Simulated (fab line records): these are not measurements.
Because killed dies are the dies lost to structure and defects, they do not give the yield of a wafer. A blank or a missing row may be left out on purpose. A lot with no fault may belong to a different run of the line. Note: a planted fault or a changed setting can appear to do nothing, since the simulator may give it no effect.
The tool behind it: which one? | flow gf180mcu | 14 lots, 42 wafers sampled, at 2 steps of a route of 602

WHAT THE GAUGES SHOWED, per wafer
GF_HV_LDD_THK_MEAS_55.
lot  | measured     | on            | HV_LDD_CVD_54_THK (nm)
L824 | day 12 18:13 | film metro-03 | 9.90 10.02 9.96
L825 | day 13 03:17 | film metro-01 | 10.11 10.07 10.07
L827 | day 13 16:28 | film metro-01 | 10.13 9.99 10.05
L828 | day 13 23:12 | film metro-03 | 10.02 9.94 10.13
L829 | day 14 07:11 | film metro-01 | 10.09 10.01 10.03
L830 | day 14 11:16 | film metro-04 | 10.06 10.07 9.93
L833 | day 15 13:54 | film metro-01 | 9.90 9.91 9.81
L835 | day 16 05:29 | film metro-03 | 9.95 9.93 10.04
L840 | day 17 17:34 | film metro-01 | 9.87 9.96 10.10
L842 | day 18 09:23 | film metro-03 | 9.84 9.92 9.93
L843 | day 18 23:06 | film metro-03 | 9.99 10.01 9.91
L845 | day 19 10:43 | film metro-04 | 9.99 10.09 9.90
L846 | day 19 18:23 | film metro-01 | 9.80 9.97 9.91
L847 | day 20 04:42 | film metro-04 | 9.77 9.68 9.84

GF_NSD_OVL_MEAS_08.
lot  | measured     | on         | NSD_OVL (nm)
L824 | day 13 16:26 | overlay-02 | 0.1 -1.6 -0.9
L825 | day 14 00:57 | overlay-01 | 2.0 1.4 1.2
L827 | day 14 14:45 | overlay-01 | 1.1 0.7 1.3
L828 | day 14 21:41 | overlay-02 | 2.9 0.7 -0.1
L829 | day 15 05:32 | overlay-02 | 3.0 2.8 1.9
L830 | day 15 11:20 | overlay-02 | 0.6 -1.0 1.3
L833 | day 16 13:34 | overlay-02 | -0.7 -1.2 -1.1
L835 | day 17 05:56 | overlay-01 | 1.0 0.9 -0.3
L840 | day 18 18:30 | overlay-01 | 0.0 0.2 -1.0
L842 | day 19 11:06 | overlay-01 | 0.2 0.4 0.0
L843 | day 20 00:45 | overlay-02 | 2.1 2.2 2.7
L845 | day 20 12:39 | overlay-01 | 1.2 2.7 2.4
L846 | day 20 19:50 | overlay-01 | -0.4 -1.7 -0.2
L847 | day 21 05:41 | overlay-02 | 0.5 2.0 1.3

EACH LOT AND THE TOOL THAT RAN IT (in order: tool; ch and the chambers of the sampled wafers; start)
Before these readings, the record contains no process step.

WHAT THE TOOLS THEMSELVES READ (means of the sampled wafers that have a number; where no wafer has one, the mark that the record gives instead)
The record holds no such reading with a usual standard deviation.

THE ANSWER, worked out from the rows above alone
Rule: the lots themselves supply what counts as usual. The widest of any qualifying gaps counts: lots, ordered by their means at a reading, are off when they make up no more than a third of the lots, leave a main group of 4 or more, and stand apart from it by 3 or more times the standard deviation of that group's means. A main group is skipped when, at the precision printed for the reading in the tables above, its means are all equal. A lot without any number at a reading at which 4 lots or more have one is off too. Where the step has rows for the other lots, those lots are counted as sound. The gauges are gone through in route order, then the tools' own readings, and for those a lot's mean is taken as printed above. At the first step where some lot is off, the reading lying furthest off is the one used; lots without a number count as furthest.
No lot is off at any reading shown: from this, nothing can be told.

WHAT WAS PUT IN BY THE SIMULATOR
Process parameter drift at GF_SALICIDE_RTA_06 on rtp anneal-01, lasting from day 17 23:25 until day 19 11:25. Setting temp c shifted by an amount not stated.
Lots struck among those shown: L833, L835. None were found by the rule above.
